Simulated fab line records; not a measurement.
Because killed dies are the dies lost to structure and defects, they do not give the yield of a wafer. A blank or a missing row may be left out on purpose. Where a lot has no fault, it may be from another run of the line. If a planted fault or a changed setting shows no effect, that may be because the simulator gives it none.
fab line records	flow sky130
[record] lots = 24	wafers = 72	last_day = 50
route steps=708 shown POLY_CUT@315 METAL1@454 VIA1@460 VIA2@515 METAL3@568 VIA3@585
lots untouched by any fault: they come from a run of this same line in which no faults occurred
start_h: the number of hours between the record's first day and the start of the first shown wafer of the lot	wait_h: hours elapsed since this lot's preceding step	" as in the row above	L1.1+2: a single row standing in for several wafers	- no value, or no start was given	* or withheld: withheld	< > ~ a bound
route shown NAME@n: a module of which the file shows steps, and the number in the route of the first	usual: the fault-free wafers' mean and standard deviation	same: alike in all rows	chamber/n: place in a boat	sites: readings site by site	_std_site: standard deviation of those values	_edge_site: outer sites' mean less inner sites'	radius_mm: how far each site lies from the wafer's centre	mask NAME#n: copy n	behind: the most recent tool/chamber to have shaped the wafer	hold: cause of the lot's hold/its duration in hours/its outcome	device: names the non-switching transistor (n, p or np)	end of line: tests of these same wafers at the route's end	for a step that has no rows: nothing shown but its recipe	killed: dies that structure and defects cost at the first sort, which is not the same as the wafer's yield	map: a wafer's dies, marking killed ones x, the rest . and places with no die _
set.NAME: the run value of the setting; set.NAME@STEP: its run value at that earlier step	model.NAME: the simulator's own value behind a step, which no gauge read
the route's steps for a sample of lots (tables are steps, rows are wafers)
services: when a tool's chamber went out of use (start_h, in hours from the record's first day, below 0 if earlier), for how many hours, and the reason
[[steps]]
[step SKY_POLY_CUT_CD_MEAS_08]
[recipe] target_cd_nm = 270
[usual] cd_nm = 270.2/1.4
lot.wafer	tool	chamber	start_h	wait_h	cd_nm
L074.2	cd_sem-02	-	552.16	-	271.1
L074.3	"	-	"	"	271.6
L074.5	"	-	"	"	270.9
L077.2	cd_sem-01	-	583.60	-	266.8
L077.5	"	-	"	"	267.4
L077.6	"	-	"	"	269.2
L075.2	cd_sem-02	-	584.07	-	269.2
L075.3	"	-	"	"	267.4
L075.4	"	-	"	"	268.5
L076.1	cd_sem-02	-	584.17	-	269.5
L076.5	"	-	"	"	269.6
L076.6	"	-	"	"	270.3
L078.2	cd_sem-01	-	594.11	-	270.9
L078.3	"	-	"	"	269.9
L078.4	"	-	"	"	270.8
L079.1	cd_sem-01	-	599.13	-	269.4
L079.2	"	-	"	"	269.3
L079.6	"	-	"	"	268.6
L080.2	cd_sem-01	-	606.86	-	269.3
L080.4	"	-	"	"	270.0
L080.6	"	-	"	"	269.7
L081.2	cd_sem-01	-	609.41	-	270.2
L081.3	"	-	"	"	271.5
L081.4	"	-	"	"	270.4
L082.3	cd_sem-02	-	623.82	-	272.5
L082.4	"	-	"	"	271.4
L082.5	"	-	"	"	270.7
L083.3	cd_sem-01	-	628.59	-	269.2
L083.4	"	-	"	"	269.3
L083.6	"	-	"	"	270.5
L084.1	cd_sem-02	-	643.94	-	270.6
L084.2	"	-	"	"	272.1
L084.5	"	-	"	"	272.3
L085.1	cd_sem-01	-	653.43	-	272.4
L085.3	"	-	"	"	271.4
L085.6	"	-	"	"	272.1
L086.1	cd_sem-01	-	662.69	-	269.2
L086.2	"	-	"	"	270.3
L086.6	"	-	"	"	269.6
L088.1	cd_sem-02	-	704.35	-	267.6
L088.5	"	-	"	"	267.9
L088.6	"	-	"	"	268.6
L087.2	cd_sem-01	-	708.40	-	270.3
L087.3	"	-	"	"	271.5
L087.5	"	-	"	"	269.9
L090.4	cd_sem-01	-	708.71	-	270.0
L090.5	"	-	"	"	270.4
L090.6	"	-	"	"	268.8
L092.4	cd_sem-02	-	708.79	-	272.0
L092.5	"	-	"	"	271.8
L092.6	"	-	"	"	271.6
L089.2	cd_sem-02	-	709.32	-	268.2
L089.4	"	-	"	"	270.4
L089.5	"	-	"	"	270.2
L091.1	cd_sem-01	-	710.18	-	269.9
L091.2	"	-	"	"	270.1
L091.6	"	-	"	"	270.0
L093.2	cd_sem-02	-	713.26	-	273.8
L093.3	"	-	"	"	270.6
L093.4	"	-	"	"	271.1
L094.1	cd_sem-02	-	726.93	-	270.5
L094.3	"	-	"	"	270.1
L094.6	"	-	"	"	269.8
L096.1	cd_sem-01	-	756.35	-	272.8
L096.4	"	-	"	"	272.5
L096.5	"	-	"	"	271.9
L095.1	cd_sem-01	-	758.34	-	269.5
L095.5	"	-	"	"	270.6
L095.6	"	-	"	"	270.2
L097.1	cd_sem-01	-	759.30	-	268.2
L097.2	"	-	"	"	268.8
L097.5	"	-	"	"	269.1
[step SKY_METAL1_STRIP_20]
[recipe] chemistry = O2/N2	power_w = 1400	pressure_mtorr = 1500	platen_temp_c = withheld	o2_flow_sccm = 3000	n2_flow_sccm = 300	overash_fraction = 0.5
[usual] drypump_motor_current_A = 6.0/0.39	o2_flow_sccm = 3001/8.8	oes_product_au = 0.342/0.0051	strip_time_to_endpoint_s = 2.69/0.043
[same] overash_fraction = 0.5
lot.wafer	tool	chamber	start_h	wait_h	drypump_motor_current_A	o2_flow_sccm	oes_product_au	rf_hours_counter_h	strip_time_to_endpoint_s
L074.2	plasma_asher-04	0	757.13	0.1	6.2	3016	0.337	32	2.69
L074.3	"	1	"	"	6.2	3006	0.336	-	2.67
L074.5	"	0	"	"	6.3	2998	0.344	-	2.68
L077.2	plasma_asher-02	0	786.68	0.1	4.9	3006	0.352	62	2.74
L077.5	"	1	"	"	6.2	2993	0.333	-	2.63
L077.6	"	0	"	"	5.0	2997	0.338	-	2.72
L075.2	plasma_asher-04	1	787.71	0.1	6.3	2982	0.336	35	2.61
L075.3	"	1	"	"	6.2	2994	0.335	-	2.64
L075.4	"	0	"	"	6.3	2998	0.341	-	2.67
L076.1	plasma_asher-01	0	787.83	0.1	5.4	2991	0.342	4	2.72
L076.5	"	0	"	"	5.4	2988	0.345	-	2.62
L076.6	"	1	"	"	5.9	2988	0.338	-	2.74
L078.2	plasma_asher-02	1	798.14	0.1	6.2	3001	0.339	63	2.63
L078.3	"	0	"	"	5.0	2992	0.343	-	2.66
L078.4	"	1	"	"	6.2	3012	0.348	-	2.64
L079.1	plasma_asher-02	1	800.94	0.1	6.2	3004	0.345	63	2.71
L079.2	"	0	"	"	5.0	3006	0.338	63	2.62
L079.6	"	1	"	"	6.2	3004	0.346	-	2.63
L080.2	plasma_asher-04	0	808.61	0.1	6.3	3014	0.335	37	2.66
L080.4	"	1	"	"	6.2	3003	0.345	-	2.69
L080.6	"	1	"	"	6.2	3018	0.337	-	2.66
L081.2	plasma_asher-04	0	809.98	0.1	6.3	3006	0.341	37	2.66
L081.3	"	1	"	"	6.2	2999	0.340	-	2.74
L081.4	"	0	"	"	6.2	2999	0.339	-	2.63
L082.3	plasma_asher-04	0	825.53	0.1	6.3	3001	0.334	-	2.61
L082.4	"	1	"	"	6.2	2999	0.352	-	2.78
L082.5	"	0	"	"	6.3	2998	0.348	-	2.72
L083.3	plasma_asher-04	0	830.15	0.1	6.3	2998	0.343	-	2.75
L083.4	"	1	"	"	6.2	2998	0.342	-	2.64
L083.6	"	1	"	"	6.3	2998	0.336	-	2.64
L084.1	plasma_asher-01	0	843.52	0.1	5.4	3001	0.338	8	2.66
L084.2	"	1	"	"	5.9	3009	0.341	8	2.70
L084.5	"	1	"	"	5.9	2993	0.342	-	2.73
L085.1	plasma_asher-04	0	853.53	0.1	6.2	2998	0.338	42	2.76
L085.3	"	0	"	"	6.3	2991	0.353	-	2.74
L085.6	"	0	"	"	6.3	2996	0.349	-	2.69
L086.1	plasma_asher-04	1	858.63	0.1	6.2	3006	0.343	42	2.71
L086.2	"	0	"	"	6.3	3005	0.345	42	2.67
L086.6	"	1	"	"	6.2	3000	0.342	-	2.64
L088.1	plasma_asher-04	0	900.22	0.1	6.3	3003	0.338	46	2.67
L088.5	"	0	"	"	6.3	2988	0.336	-	2.65
L088.6	"	1	"	"	6.2	2996	0.342	-	2.72
L087.2	plasma_asher-04	1	902.37	0.1	6.2	3002	0.340	46	2.72
L087.3	"	0	"	"	6.2	3013	0.339	-	2.69
L087.5	"	1	"	"	6.1	3009	0.350	-	2.66
L090.4	plasma_asher-01	1	903.75	0.1	5.9	3015	0.352	-	2.66
L090.5	"	1	"	"	5.9	2992	0.343	-	2.71
L090.6	"	0	"	"	5.4	3006	0.336	-	2.65
L092.4	plasma_asher-04	1	904.81	0.1	6.2	3015	0.339	-	2.76
L092.5	"	1	"	"	6.2	3023	0.346	-	2.68
L092.6	"	0	"	"	6.3	2988	0.355	-	2.74
L089.2	plasma_asher-04	0	905.29	0.1	6.2	2997	0.335	47	2.68
L089.4	"	0	"	"	6.2	3000	0.343	-	2.74
L089.5	"	0	"	"	6.2	2994	0.342	-	2.67
L091.1	plasma_asher-04	0	905.64	0.1	6.2	2999	0.335	47	2.69
L091.2	"	1	"	"	6.2	3000	0.347	47	2.76
L091.6	"	0	"	"	6.3	2996	0.346	-	2.74
L093.2	plasma_asher-01	0	907.88	0.1	5.4	3011	0.344	15	2.69
L093.3	"	0	"	"	5.4	2991	0.344	-	2.76
L093.4	"	1	"	"	5.9	3016	0.335	-	2.68
L094.1	plasma_asher-01	1	919.93	0.1	5.9	2998	0.342	16	2.64
L094.3	"	1	"	"	5.9	2996	0.354	-	2.77
L094.6	"	0	"	"	5.4	3006	0.342	-	2.66
L096.1	plasma_asher-04	1	945.78	0.1	6.2	3002	0.349	51	2.74
L096.4	"	1	"	"	6.2	2992	0.339	-	2.73
L096.5	"	0	"	"	6.3	3010	0.331	-	2.73
L095.1	plasma_asher-01	1	946.89	0.1	5.9	2998	0.340	18	2.67
L095.5	"	1	"	"	6.0	2996	0.336	-	2.68
L095.6	"	0	"	"	5.4	3003	0.336	-	2.74
L097.1	plasma_asher-04	1	948.79	0.1	6.2	2994	0.343	51	2.70
L097.2	"	0	"	"	6.3	3003	0.344	51	2.70
L097.5	"	1	"	"	6.2	3007	0.345	-	2.72
[step SKY_VIA1_CMP_02]
[recipe] material = SiO2	down_force_psi = 4	platen_rpm = 60	pad_velocity_m_s = 0.94248
[usual] motor_current_A = 13.0/1.5	platen_rpm = 60.00/0.042
lot.wafer	tool	chamber	start_h	wait_h	motor_current_A	platen_rpm
L074.3	cmp-01	3	757.95	0.1	15.1	59.98
L074.2	"	0	"	"	10.5	60.00
L074.5	"	3	"	"	14.4	60.01
L077.2	cmp-01	2	787.44	0.0	14.0	60.06
L077.6	"	2	"	"	13.5	59.95
L077.5	"	3	"	"	14.9	60.03
L075.2	cmp-01	3	788.53	0.1	14.9	60.02
L075.3	"	0	"	"	10.9	60.05
L075.4	"	1	"	"	11.2	59.97
L076.1	cmp-01	2	788.78	0.1	13.6	59.90
L076.5	"	2	"	"	14.2	59.95
L076.6	"	3	"	"	15.0	59.99
L078.2	cmp-02	3	798.91	0.0	13.5	59.97
L078.3	"	0	"	"	11.4	60.02
L078.4	"	2	"	"	14.9	60.03
L079.1	cmp-01	0	801.71	0.1	10.9	59.97
L079.2	"	3	"	"	14.5	60.12
L079.6	"	1	"	"	11.3	59.98
L080.4	cmp-02	0	809.38	0.0	11.8	59.98
L080.2	"	1	"	"	13.0	60.01
L080.6	"	1	"	"	13.2	59.97
L081.4	cmp-01	2	810.85	0.1	13.4	59.96
L081.2	"	3	"	"	14.4	59.94
L081.3	"	0	"	"	10.8	59.95
L082.3	cmp-02	2	826.59	0.3	15.6	60.03
L082.4	"	3	"	"	12.9	59.98
L082.5	"	2	"	"	14.8	60.03
L083.3	cmp-02	1	830.92	0.0	13.8	59.95
L083.4	"	3	"	"	12.0	59.98
L083.6	"	2	"	"	14.7	60.03
L084.1	cmp-01	2	844.37	0.1	14.0	59.95
L084.2	"	3	"	"	16.0	60.03
L084.5	"	2	"	"	13.6	60.03
L085.3	cmp-01	3	854.40	0.1	14.5	60.08
L085.1	"	0	"	"	10.9	59.98
L085.6	"	2	"	"	13.4	59.98
L086.1	cmp-02	1	859.42	0.1	12.6	60.02
L086.2	"	2	"	"	14.1	60.00
L086.6	"	1	"	"	12.6	59.94
L088.1	cmp-02	1	901.13	0.1	13.3	60.02
L088.5	"	0	"	"	12.4	59.95
L088.6	"	1	"	"	13.3	60.01
L087.2	cmp-02	2	903.48	0.3	14.0	60.00
L087.3	"	3	"	"	13.0	60.01
L087.5	"	2	"	"	14.4	59.97
L090.4	cmp-02	3	904.75	0.1	13.3	60.04
L090.5	"	1	"	"	13.3	60.03
L090.6	"	2	"	"	14.2	60.11
L092.4	cmp-01	3	905.69	0.1	14.6	60.02
L092.5	"	2	"	"	13.8	59.98
L092.6	"	3	"	"	14.5	59.98
L089.2	cmp-02	2	906.31	0.1	14.8	60.06
L089.4	"	3	"	"	12.8	59.94
L089.5	"	0	"	"	11.6	60.01
L091.2	cmp-01	0	906.80	0.3	11.0	60.07
L091.1	"	1	"	"	10.6	59.95
L091.6	"	3	"	"	15.3	60.15
L093.2	cmp-01	3	908.68	0.0	14.1	59.96
L093.4	"	0	"	"	10.4	60.06
L093.3	"	2	"	"	13.5	60.01
L094.1	cmp-02	1	920.69	0.1	13.7	59.96
L094.3	"	0	"	"	11.6	60.03
L094.6	"	1	"	"	13.1	59.98
L096.4	cmp-01	3	946.69	0.1	15.2	60.07
L096.1	"	1	"	"	11.5	60.00
L096.5	"	2	"	"	14.1	60.07
L095.1	cmp-01	1	947.81	0.2	11.6	59.96
L095.5	"	2	"	"	14.0	59.97
L095.6	"	3	"	"	14.8	60.02
L097.2	cmp-02	2	949.61	0.1	13.8	60.01
L097.1	"	0	"	"	11.6	60.04
L097.5	"	1	"	"	12.8	59.99
[step SKY_VIA2_SOFTBAKE_08]
[recipe] temp_c = 100	time_s = 91.75	resist = KrF-thick
[usual] plate_sensor_t_centre_C = 100.88/0.011	plate_sensor_t_edge_C = 100.95/0.0092
lot.wafer	tool	chamber	start_h	wait_h	plate_sensor_t_centre_C	plate_sensor_t_edge_C
L074.2	litho_track-04	0	-	-	100.88	100.97
L074.3	"	0	"	"	100.88	100.95
L074.5	"	0	"	"	100.89	100.96
L077.2	litho_track-04	0	-	-	100.88	100.96
L077.5	"	0	"	"	100.88	100.96
L077.6	"	0	"	"	100.88	100.96
L075.2	litho_track-04	0	-	-	100.89	100.95
L075.3	"	0	"	"	100.89	100.95
L075.4	"	0	"	"	100.88	100.96
L076.1	litho_track-03	0	-	-	100.89	100.95
L076.5	"	0	"	"	100.89	100.96
L076.6	"	0	"	"	100.88	100.94
L078.2	litho_track-04	0	-	-	100.87	100.95
L078.3	"	0	"	"	100.86	100.95
L078.4	"	0	"	"	100.88	100.97
L079.1	litho_track-04	0	-	-	100.87	100.96
L079.2	"	0	"	"	100.89	100.95
L079.6	"	0	"	"	100.90	100.95
L080.2	litho_track-03	0	-	-	100.87	100.97
L080.4	"	0	"	"	100.87	100.95
L080.6	"	0	"	"	100.87	100.95
L081.2	litho_track-02	0	-	-	100.89	100.96
L081.3	"	0	"	"	100.88	100.97
L081.4	"	0	"	"	100.90	100.95
L082.3	litho_track-03	0	-	-	100.89	100.95
L082.4	"	0	"	"	100.89	100.95
L082.5	"	0	"	"	100.89	100.96
L083.3	litho_track-03	0	-	-	100.88	100.96
L083.4	"	0	"	"	100.89	100.96
L083.6	"	0	"	"	100.89	100.97
L084.1	litho_track-02	0	-	-	100.89	100.96
L084.2	"	0	"	"	100.89	100.95
L084.5	"	0	"	"	100.86	100.96
L085.1	litho_track-04	0	-	-	100.88	100.96
L085.3	"	0	"	"	100.88	100.95
L085.6	"	0	"	"	100.90	100.96
L086.1	litho_track-03	0	-	-	100.90	100.94
L086.2	"	0	"	"	100.87	100.95
L086.6	"	0	"	"	100.88	100.93
L088.1	litho_track-03	0	-	-	100.88	100.96
L088.5	"	0	"	"	100.89	100.95
L088.6	"	0	"	"	100.87	100.97
L087.2	litho_track-02	0	-	-	100.85	100.95
L087.3	"	0	"	"	100.87	100.96
L087.5	"	0	"	"	100.89	100.96
L090.4	litho_track-04	0	-	-	100.88	100.94
L090.5	"	0	"	"	100.87	100.97
L090.6	"	0	"	"	100.88	100.94
L092.4	litho_track-04	0	-	-	100.87	100.96
L092.5	"	0	"	"	100.88	100.96
L092.6	"	0	"	"	100.87	100.95
L089.2	litho_track-02	0	-	-	100.89	100.94
L089.4	"	0	"	"	100.87	100.95
L089.5	"	0	"	"	100.88	100.96
L091.1	litho_track-04	0	-	-	100.87	100.93
L091.2	"	0	"	"	100.88	100.96
L091.6	"	0	"	"	100.87	100.96
L093.2	litho_track-04	0	-	-	100.87	100.92
L093.3	"	0	"	"	100.90	100.96
L093.4	"	0	"	"	100.87	100.96
L094.1	litho_track-02	0	-	-	100.87	100.94
L094.3	"	0	"	"	100.88	100.94
L094.6	"	0	"	"	100.89	100.94
L096.1	litho_track-02	0	-	-	100.86	100.95
L096.4	"	0	"	"	100.87	100.97
L096.5	"	0	"	"	100.87	100.96
L095.1	litho_track-04	0	-	-	100.88	100.94
L095.5	"	0	"	"	100.89	100.94
L095.6	"	0	"	"	100.88	100.96
L097.1	litho_track-04	0	-	-	100.88	100.95
L097.2	"	0	"	"	100.88	100.94
L097.5	"	0	"	"	100.88	100.94
[step SKY_METAL3_METAL_ETCH_18]
[recipe] target_depth_a = 8450	stop_on = SiO2	over_etch_frac = 0.3	time_s = 183.1	chemistry = Cl2/BCl3	resist_sidewall_deg = 88	pressure_mtorr = 10	icp_w = 900	bias_w = 48.5	Cl2_flow_sccm = 60	bcl3_flow_sccm = 30
[usual] drypump_motor_current_A = 5.76/0.26	oes_product_au = 0.866/0.0054	throttle_valve_pct = 22.264/0.0089
lot.wafer	tool	chamber	start_h	wait_h	drypump_motor_current_A	oes_product_au	rf_hours_counter_h	throttle_valve_pct
L074.2	rie_metal-03	0	895.58	0.0	5.96	0.866	0	22.254
L074.3	"	1	"	"	5.41	0.872	-	22.277
L074.5	"	1	"	"	5.42	0.869	-	22.261
L075.2	rie_metal-01	0	924.21	0.0	5.94	0.874	11	22.257
L075.3	"	1	"	"	5.79	0.857	-	22.255
L075.4	"	0	"	"	5.96	0.865	-	22.254
L077.2	rie_metal-03	0	925.19	0.0	5.95	0.861	2	22.263
L077.5	"	0	"	"	5.93	0.867	-	22.267
L077.6	"	1	"	"	5.43	0.865	-	22.268
L076.1	rie_metal-02	1	926.04	0.0	5.96	0.863	15	22.281
L076.5	"	1	"	"	5.97	0.863	-	22.266
L076.6	"	0	"	"	5.06	0.865	-	22.254
L078.2	rie_metal-03	0	935.64	0.0	5.97	0.860	2	22.265
L078.3	"	1	"	"	5.41	0.861	-	22.278
L078.4	"	0	"	"	5.95	0.866	-	22.256
L079.1	rie_metal-03	0	936.49	0.0	5.98	0.865	2	22.270
L079.2	"	1	"	"	5.42	0.856	10	22.256
L079.6	"	1	"	"	5.42	0.869	-	22.270
L080.2	rie_metal-02	1	944.29	0.0	5.96	0.871	16	22.275
L080.4	"	0	"	"	5.06	0.878	-	22.258
L080.6	"	1	"	"	5.95	0.872	-	22.264
L081.2	rie_metal-03	1	946.64	0.0	5.42	0.870	10	22.278
L081.3	"	0	"	"	5.94	0.870	-	22.260
L081.4	"	1	"	"	5.40	0.862	-	22.259
L082.3	rie_metal-01	1	960.57	0.1	5.79	0.871	-	22.268
L082.4	"	0	"	"	5.95	0.870	-	22.264
L082.5	"	1	"	"	5.80	0.869	-	22.268
L083.3	rie_metal-03	0	962.89	0.1	5.99	0.871	-	22.255
L083.4	"	1	"	"	5.39	0.880	-	22.264
L083.6	"	1	"	"	5.43	0.868	-	22.277
L084.1	rie_metal-01	1	977.01	0.0	5.79	0.865	17	22.259
L084.2	"	0	"	"	5.95	0.864	13	22.277
L084.5	"	1	"	"	5.80	0.852	-	22.272
L085.1	rie_metal-03	1	984.85	0.0	5.38	0.857	12	22.255
L085.3	"	1	"	"	5.40	0.866	-	22.264
L085.6	"	1	"	"	5.40	0.866	-	22.256
L086.1	rie_metal-01	0	988.14	0.0	5.93	0.861	14	22.259
L086.2	"	1	"	"	5.81	0.877	17	22.268
L086.6	"	1	"	"	5.80	0.873	-	22.253
L088.1	rie_metal-03	0	1027.16	0.0	5.93	0.874	6	22.269
L088.5	"	1	"	"	5.43	0.869	-	22.270
L088.6	"	0	"	"	5.96	0.868	-	22.256
L087.2	rie_metal-01	1	1029.44	0.0	5.78	0.863	20	22.264
L087.3	"	1	"	"	5.80	0.866	-	22.267
L087.5	"	1	"	"	5.79	0.866	-	22.253
L090.4	rie_metal-03	1	1030.55	0.1	5.40	0.860	-	22.273
L090.5	"	0	"	"	5.92	0.864	-	22.267
L090.6	"	1	"	"	5.41	0.867	-	22.271
L092.4	rie_metal-01	0	1031.43	0.1	5.93	0.870	-	22.275
L092.5	"	1	"	"	5.80	0.862	-	22.271
L092.6	"	0	"	"	5.95	0.871	-	22.269
L089.2	rie_metal-01	1	1032.48	0.0	5.80	0.858	20	22.255
L089.4	"	0	"	"	5.94	0.864	-	22.258
L089.5	"	0	"	"	5.93	0.859	-	22.253
L091.1	rie_metal-02	1	1032.84	0.0	5.96	0.866	21	22.275
L091.2	"	1	"	"	5.95	0.861	-	22.248
L091.6	"	1	"	"	5.94	0.871	-	22.266
L093.2	rie_metal-01	1	1034.56	0.0	5.80	0.863	21	22.267
L093.3	"	1	"	"	5.79	0.855	-	22.259
L093.4	"	0	"	"	5.92	0.859	-	22.268
L094.1	rie_metal-01	1	1041.20	0.0	5.80	0.865	21	22.242
L094.3	"	0	"	"	5.99	0.859	-	22.269
L094.6	"	0	"	"	5.96	0.865	-	22.285
L096.1	rie_metal-03	0	1065.60	0.0	5.92	0.863	9	22.255
L096.4	"	1	"	"	5.39	0.858	-	22.256
L096.5	"	1	"	"	5.41	0.861	-	22.259
L095.1	rie_metal-03	1	1068.00	0.0	5.39	0.865	17	22.260
L095.5	"	0	"	"	5.94	0.868	-	22.257
L095.6	"	1	"	"	5.39	0.871	-	22.272
L097.1	rie_metal-01	1	1069.11	0.0	5.83	0.873	23	22.270
L097.2	"	0	"	"	5.91	0.864	19	22.237
L097.5	"	0	"	"	5.92	0.867	-	22.271
[step SKY_VIA3_CD_MEAS_12]
[recipe] target_cd_nm = 200
[usual] cd_nm = 200.1/1.3
lot.wafer	tool	chamber	start_h	wait_h	cd_nm
L074.2	cd_sem-02	-	921.80	-	199.2
L074.3	"	-	"	"	199.5
L074.5	"	-	"	"	200.3
L075.2	cd_sem-01	-	949.20	-	202.0
L075.3	"	-	"	"	201.4
L075.4	"	-	"	"	202.0
L077.2	cd_sem-01	-	950.95	-	200.1
L077.5	"	-	"	"	199.7
L077.6	"	-	"	"	198.7
L076.1	cd_sem-02	-	951.54	-	201.6
L076.5	"	-	"	"	200.7
L076.6	"	-	"	"	200.7
L078.2	cd_sem-01	-	961.25	-	199.7
L078.3	"	-	"	"	199.6
L078.4	"	-	"	"	199.0
L079.1	cd_sem-02	-	962.18	-	197.9
L079.2	"	-	"	"	196.7
L079.6	"	-	"	"	198.2
L080.2	cd_sem-02	-	969.06	-	202.7
L080.4	"	-	"	"	199.3
L080.6	"	-	"	"	200.7
L081.2	cd_sem-02	-	972.30	-	196.6
L081.3	"	-	"	"	198.1
L081.4	"	-	"	"	198.6
L082.3	cd_sem-02	-	985.87	-	199.6
L082.4	"	-	"	"	201.0
L082.5	"	-	"	"	201.3
L083.3	cd_sem-02	-	987.37	-	200.0
L083.4	"	-	"	"	201.5
L083.6	"	-	"	"	199.6
L084.1	cd_sem-01	-	1001.59	-	197.9
L084.2	"	-	"	"	195.9
L084.5	"	-	"	"	198.7
L085.1	cd_sem-02	-	1009.78	-	199.4
L085.3	"	-	"	"	200.5
L085.6	"	-	"	"	199.1
L086.1	cd_sem-02	-	1012.39	-	199.6
L086.2	"	-	"	"	200.5
L086.6	"	-	"	"	200.8
L088.1	cd_sem-01	-	1050.84	-	199.8
L088.5	"	-	"	"	199.1
L088.6	"	-	"	"	198.3
L087.2	cd_sem-01	-	1052.65	-	200.2
L087.3	"	-	"	"	201.3
L087.5	"	-	"	"	199.9
L090.4	cd_sem-02	-	1054.29	-	200.0
L090.5	"	-	"	"	200.6
L090.6	"	-	"	"	198.9
L092.4	cd_sem-02	-	1054.44	-	199.7
L092.5	"	-	"	"	199.5
L092.6	"	-	"	"	200.4
L089.2	cd_sem-01	-	1055.90	-	201.5
L089.4	"	-	"	"	199.4
L089.5	"	-	"	"	200.7
L091.1	cd_sem-01	-	1056.53	-	201.2
L091.2	"	-	"	"	200.4
L091.6	"	-	"	"	199.8
L093.2	cd_sem-02	-	1057.55	-	201.0
L093.3	"	-	"	"	201.3
L093.4	"	-	"	"	201.4
L094.1	cd_sem-02	-	1063.88	-	201.4
L094.3	"	-	"	"	202.0
L094.6	"	-	"	"	200.6
L096.1	cd_sem-02	-	1087.64	-	203.0
L096.4	"	-	"	"	201.6
L096.5	"	-	"	"	201.4
L095.1	cd_sem-02	-	1090.59	-	201.6
L095.5	"	-	"	"	202.4
L095.6	"	-	"	"	202.5
L097.1	cd_sem-01	-	1091.58	-	200.3
L097.2	"	-	"	"	200.6
L097.5	"	-	"	"	199.6
[[services]]
tool	chamber	start_h	hours	kind
plasma_asher-01	-	733.75	9.0	pm
cmp-02	-	738.57	1.0	repair
rie_metal-03	1	742.31	1.0	repair
cmp-02	-	744.00	4.0	pm
plasma_asher-01	-	765.25	1.5	repair
rie_metal-03	-	788.47	15.6	pm
cmp-01	-	792.24	4.7	pm
plasma_asher-01	-	805.35	11.7	repair
plasma_asher-01	-	805.63	1.6	repair
rie_metal-01	1	817.35	4.6	repair
cmp-01	-	819.24	15.2	pm
plasma_asher-04	-	840.38	3.2	repair
cmp-01	-	903.06	1.9	repair
cmp-02	-	909.36	3.7	repair
cmp-01	-	918.48	4.0	pm
rie_metal-01	-	921.33	2.8	pm
rie_metal-01	0	934.17	15.7	repair
cmp-02	-	944.08	5.3	pm
cmp-01	-	951.34	1.1	repair
cmp-01	-	951.41	1.3	repair
rie_metal-03	-	974.99	3.4	repair
plasma_asher-04	-	1007.02	12.2	pm
cmp-02	-	1012.77	1.6	repair
cmp-02	-	1042.36	1.5	repair
[[key]]
fault none
